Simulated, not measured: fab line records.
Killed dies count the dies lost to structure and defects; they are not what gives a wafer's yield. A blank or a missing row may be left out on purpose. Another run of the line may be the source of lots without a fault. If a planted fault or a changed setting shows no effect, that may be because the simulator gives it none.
What tool caused it? | flow gf180mcu | 39 wafers from 13 lots sampled at 3 of the route's 602 steps

WHAT EACH GAUGE READ, for each wafer
GF_V5_BOW_MEAS_05.
lot  | measured     | on            | V5_BOW (um)
L605 | day 26 09:38 | film-metro-02 | 130 138 139
L607 | day 27 10:22 | film-metro-01 | 152 143 145
L608 | day 27 17:15 | film-metro-04 | 125 125 127
L610 | day 28 18:22 | film-metro-04 | 124 113 113
L611 | day 28 23:00 | film-metro-01 | 145 142 133
L613 | day 29 06:36 | film-metro-02 | 144 136 136
L614 | day 29 12:42 | film-metro-01 | 144 127 135
L615 | day 29 22:44 | film-metro-04 | 129 129 117
L616 | day 30 03:05 | film-metro-04 | 138 137 142
L617 | day 30 05:22 | film-metro-01 | 140 133 134
L618 | day 30 17:16 | film-metro-02 | 132 152 150
L623 | day 31 23:44 | film-metro-02 | 129 142 145
L624 | day 32 04:37 | film-metro-02 | 142 146 140

GF_V5_CD_MEAS_14: target cd 260 nm.
lot  | measured     | on        | cd-nm (nm)
L605 | day 27 06:00 | cd-sem-01 | 259.6 260.0 259.9
L607 | day 28 05:48 | cd-sem-02 | 259.0 259.2 259.8
L608 | day 28 12:44 | cd-sem-02 | 259.5 257.2 258.4
L610 | day 29 13:54 | cd-sem-02 | 257.7 258.8 257.0
L611 | day 29 17:47 | cd-sem-02 | 260.1 258.9 259.7
L613 | day 30 01:53 | cd-sem-02 | 259.1 258.8 259.1
L614 | day 30 07:34 | cd-sem-01 | 258.1 258.8 258.5
L615 | day 30 17:10 | cd-sem-01 | 259.7 260.5 259.5
L616 | day 30 21:34 | cd-sem-01 | 261.5 261.9 260.4
L617 | day 30 23:26 | cd-sem-02 | 258.3 257.4 257.2
L618 | day 31 11:41 | cd-sem-01 | 260.1 258.5 258.5
L623 | day 32 16:17 | cd-sem-02 | 259.1 259.7 260.1
L624 | day 32 21:02 | cd-sem-02 | 258.5 258.2 258.5

WHICH TOOL RAN EACH LOT (tool, then ch and the chambers of the sampled wafers, then the start)
lot  | GF_V5_CMP_04
L605 | cmp-01 ch 2,3, day 26 09:20
L607 | cmp-01 ch 0,3, day 27 10:06
L608 | cmp-01 ch 0,2, day 27 16:56
L610 | cmp-01 ch 0,1,3, day 28 18:09
L611 | cmp-01 ch 1,2, day 28 22:41
L613 | cmp-02 ch 0,1,3, day 29 06:23
L614 | cmp-01 ch 0,1,3, day 29 12:30
L615 | cmp-02 ch 0,1,2, day 29 22:26
L616 | cmp-02 ch 0,3, day 30 02:47
L617 | cmp-01 ch 0,1,2, day 30 05:08
L618 | cmp-01 ch 1,2, day 30 16:56
L623 | cmp-02 ch 0,3, day 31 23:25
L624 | cmp-02 ch 0,1,2, day 32 04:17
- GF_V5_CMP_04: polishes SiO2.

WHAT THE TOOLS THEMSELVES READ (means of the sampled wafers that have a number; where no wafer has one, the mark that the record gives instead)
GF_V5_CMP_04.
lot  | tool   | motor-current-A (A) | retaining-ring-pressure-frac
L605 | cmp-01 | 10.4                | 0.996
L607 | cmp-01 | 12.1                | 0.999
L608 | cmp-01 | 11.7                | 1.000
L610 | cmp-01 | 12.1                | 0.994
L611 | cmp-01 | 10.6                | 1.004
L613 | cmp-02 | 11.9                | 0.999
L614 | cmp-01 | 12.1                | 1.001
L615 | cmp-02 | 11.4                | 0.998
L616 | cmp-02 | 12.1                | 1.001
L617 | cmp-01 | 11.8                | 0.996
L618 | cmp-01 | 10.7                | 1.002
L623 | cmp-02 | 11.6                | 0.998
L624 | cmp-02 | 11.4                | 0.995

THE ANSWER, worked out from the rows above alone
Rule: the lots themselves supply what counts as usual. Put in order of their means at a reading, lots are off if they are a third of the lots or fewer, leave a main group of 4 or more, and stand apart from it by a gap of 3 or more times the standard deviation of the main group's means; of several such gaps the widest counts. The tables above print the reading to a certain number of digits; a main group whose means all agree to those digits is not used. A lot without any number at a reading at which 4 lots or more have one is off too. All remaining lots with rows at the step are treated as sound. After the gauges, taken in route order, come the tools' own readings; for these a lot's mean is taken, as printed above. At the first step where some lot is off, the reading lying furthest off is the one used; lots without a number count as furthest.
Nothing can be told from this: no lot is off at any reading shown.

WHAT WAS PUT IN BY THE SIMULATOR
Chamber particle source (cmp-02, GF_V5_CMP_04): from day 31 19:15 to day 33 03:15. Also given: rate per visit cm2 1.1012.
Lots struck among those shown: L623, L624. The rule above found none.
